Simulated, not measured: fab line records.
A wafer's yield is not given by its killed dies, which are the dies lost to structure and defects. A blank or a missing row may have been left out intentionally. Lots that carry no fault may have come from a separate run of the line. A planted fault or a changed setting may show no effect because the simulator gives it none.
Which tool was responsible? :: flow sky130 :: 42 wafers from 14 lots sampled at 3 of the route's 708 steps

WHAT THE GAUGES READ, wafer by wafer
SKY_LI_CONTACT_THK_MEAS_01. Usual: LI_CONTACT_HDPCVD_THK 930 nm, standard deviation 11.
lot: L645
measured: day 28 13:50
on: film metro-03
LI_CONTACT_HDPCVD_THK (nm): 922 922 918
flag: 

lot: L646
measured: day 29 07:09
on: film metro-03
LI_CONTACT_HDPCVD_THK (nm): 923 929 937
flag: 

lot: L647
measured: day 29 15:03
on: film metro-04
LI_CONTACT_HDPCVD_THK (nm): 931 937 936
flag: 

lot: L649
measured: day 30 08:46
on: film metro-04
LI_CONTACT_HDPCVD_THK (nm): 933 926 922
flag: 

lot: L650
measured: day 30 14:11
on: film metro-04
LI_CONTACT_HDPCVD_THK (nm): 956 937 937
flag: 

lot: L651
measured: day 30 22:27
on: film metro-04
LI_CONTACT_HDPCVD_THK (nm): 925 932 919
flag: 

lot: L652
measured: day 31 02:04
on: film metro-03
LI_CONTACT_HDPCVD_THK (nm): 917 911 931
flag: 

lot: L653
measured: day 31 13:40
on: film metro-01
LI_CONTACT_HDPCVD_THK (nm): 939 934 918
flag: 

lot: L655
measured: day 32 00:41
on: film metro-01
LI_CONTACT_HDPCVD_THK (nm): 935 918 920
flag: 

lot: L656
measured: day 32 07:17
on: film metro-03
LI_CONTACT_HDPCVD_THK (nm): 947 937 937
flag: 

lot: L663
measured: day 34 13:12
on: film metro-01
LI_CONTACT_HDPCVD_THK (nm): 942 945 948
flag: 

lot: L664
measured: day 34 20:25
on: film metro-04
LI_CONTACT_HDPCVD_THK (nm): 935 933 928
flag: 

lot: L665
measured: day 35 04:30
on: film metro-03
LI_CONTACT_HDPCVD_THK (nm): 927 943 932
flag: 

lot: L666
measured: day 35 09:01
on: film metro-03
LI_CONTACT_HDPCVD_THK (nm): 945 951 945
flag: 

SKY_METAL1_CD_MEAS_15: target cd 140 nm. Usual: cd nm at 139.8 nm, with a standard deviation of 1.5.
lot: L645
measured: day 33 09:37
on: cd sem-02
cd nm (nm): 142.0 141.6 143.8
flag: 

lot: L646
measured: day 34 01:24
on: cd sem-01
cd nm (nm): 138.9 141.9 141.2
flag: 

lot: L647
measured: day 34 07:02
on: cd sem-02
cd nm (nm): 142.6 141.2 141.7
flag: 

lot: L649
measured: day 35 01:22
on: cd sem-01
cd nm (nm): 140.8 141.3 142.6
flag: 

lot: L650
measured: day 35 07:05
on: cd sem-01
cd nm (nm): 139.8 138.7 138.4
flag: 

lot: L651
measured: day 35 13:59
on: cd sem-01
cd nm (nm): 139.3 140.2 138.5
flag: 

lot: L652
measured: day 35 17:23
on: cd sem-01
cd nm (nm): 141.2 138.9 139.5
flag: 

lot: L653
measured: day 36 03:48
on: cd sem-02
cd nm (nm): 139.7 139.4 139.9
flag: 

lot: L655
measured: day 36 16:13
on: cd sem-01
cd nm (nm): 141.1 140.1 139.7
flag: 

lot: L656
measured: day 36 21:26
on: cd sem-02
cd nm (nm): 140.4 138.6 138.7
flag: 

lot: L663
measured: day 39 01:56
on: cd sem-02
cd nm (nm): 138.1 138.7 139.2
flag: 

lot: L664
measured: day 39 06:52
on: cd sem-01
cd nm (nm): 138.0 140.0 139.6
flag: 

lot: L665
measured: day 39 14:33
on: cd sem-02
cd nm (nm): 138.1 138.9 137.4
flag: 

lot: L666
measured: day 39 20:19
on: cd sem-02
cd nm (nm): 139.5 140.4 140.8
flag: 

WHICH TOOL RAN EACH LOT (tool, then ch and the chambers of the sampled wafers, then the start)
lot: L645
SKY_GATE_OXIDE_OXIDATION_16: furnace-02 ch 0, day 14 09:07

lot: L646
SKY_GATE_OXIDE_OXIDATION_16: furnace-01 ch 0, day 15 02:52

lot: L647
SKY_GATE_OXIDE_OXIDATION_16: furnace-02 ch 0, day 15 09:58

lot: L649
SKY_GATE_OXIDE_OXIDATION_16: furnace-01 ch 0, day 16 02:53

lot: L650
SKY_GATE_OXIDE_OXIDATION_16: furnace-02 ch 0, day 16 11:49

lot: L651
SKY_GATE_OXIDE_OXIDATION_16: furnace-02 ch 0, day 16 17:46

lot: L652
SKY_GATE_OXIDE_OXIDATION_16: furnace-02 ch 0, day 17 00:02

lot: L653
SKY_GATE_OXIDE_OXIDATION_16: furnace-02 ch 0, day 17 08:47

lot: L655
SKY_GATE_OXIDE_OXIDATION_16: furnace-01 ch 0, day 17 23:50

lot: L656
SKY_GATE_OXIDE_OXIDATION_16: furnace-02 ch 0, day 18 09:35

lot: L663
SKY_GATE_OXIDE_OXIDATION_16: furnace-01 ch 0, day 21 00:09

lot: L664
SKY_GATE_OXIDE_OXIDATION_16: furnace-02 ch 0, day 21 03:08

lot: L665
SKY_GATE_OXIDE_OXIDATION_16: furnace-02 ch 0, day 21 17:22

lot: L666
SKY_GATE_OXIDE_OXIDATION_16: furnace-02 ch 0, day 21 22:20
- SKY_GATE_OXIDE_OXIDATION_16: stabilise 600 s, purge 300 s, target thk 3.57 nm.

WHAT THE TOOLS THEMSELVES READ (means of the sampled wafers that have a number; where no wafer has one, the mark that the record gives instead)
SKY_GATE_OXIDE_OXIDATION_16. Usual: tube center temp C at 800.00 C, with a standard deviation of 0.082.
lot: L645
tool: furnace-02
tube center temp C (C): 799.98
flag: 

lot: L646
tool: furnace-01
tube center temp C (C): 800.03
flag: 

lot: L647
tool: furnace-02
tube center temp C (C): 799.99
flag: 

lot: L649
tool: furnace-01
tube center temp C (C): 800.02
flag: 

lot: L650
tool: furnace-02
tube center temp C (C): 799.97
flag: 

lot: L651
tool: furnace-02
tube center temp C (C): 800.00
flag: 

lot: L652
tool: furnace-02
tube center temp C (C): 799.95
flag: 

lot: L653
tool: furnace-02
tube center temp C (C): 799.95
flag: 

lot: L655
tool: furnace-01
tube center temp C (C): 799.95
flag: 

lot: L656
tool: furnace-02
tube center temp C (C): 799.95
flag: 

lot: L663
tool: furnace-01
tube center temp C (C): 800.03
flag: 

lot: L664
tool: furnace-02
tube center temp C (C): 800.06
flag: 

lot: L665
tool: furnace-02
tube center temp C (C): 800.00
flag: 

lot: L666
tool: furnace-02
tube center temp C (C): 799.94
flag: 

THE ANSWER, worked out from the rows above alone
Rule: a lot is off if the mean of its wafers that have a number lies more than 3 standard deviations from the usual mean. A lot without any number at a reading at which 4 lots or more have one is off too. The other lots that the step has rows for count as sound. After the gauges, taken in route order, come the tools' own readings; for these a lot's mean is taken, as printed above. The first step at which some lot is off is used, and at that step the reading that is off furthest; a lot without a number counts as furthest.
No lot is off on any of the readings shown, so nothing can be concluded from this.

WHAT HAD BEEN PUT IN BY THE SIMULATOR
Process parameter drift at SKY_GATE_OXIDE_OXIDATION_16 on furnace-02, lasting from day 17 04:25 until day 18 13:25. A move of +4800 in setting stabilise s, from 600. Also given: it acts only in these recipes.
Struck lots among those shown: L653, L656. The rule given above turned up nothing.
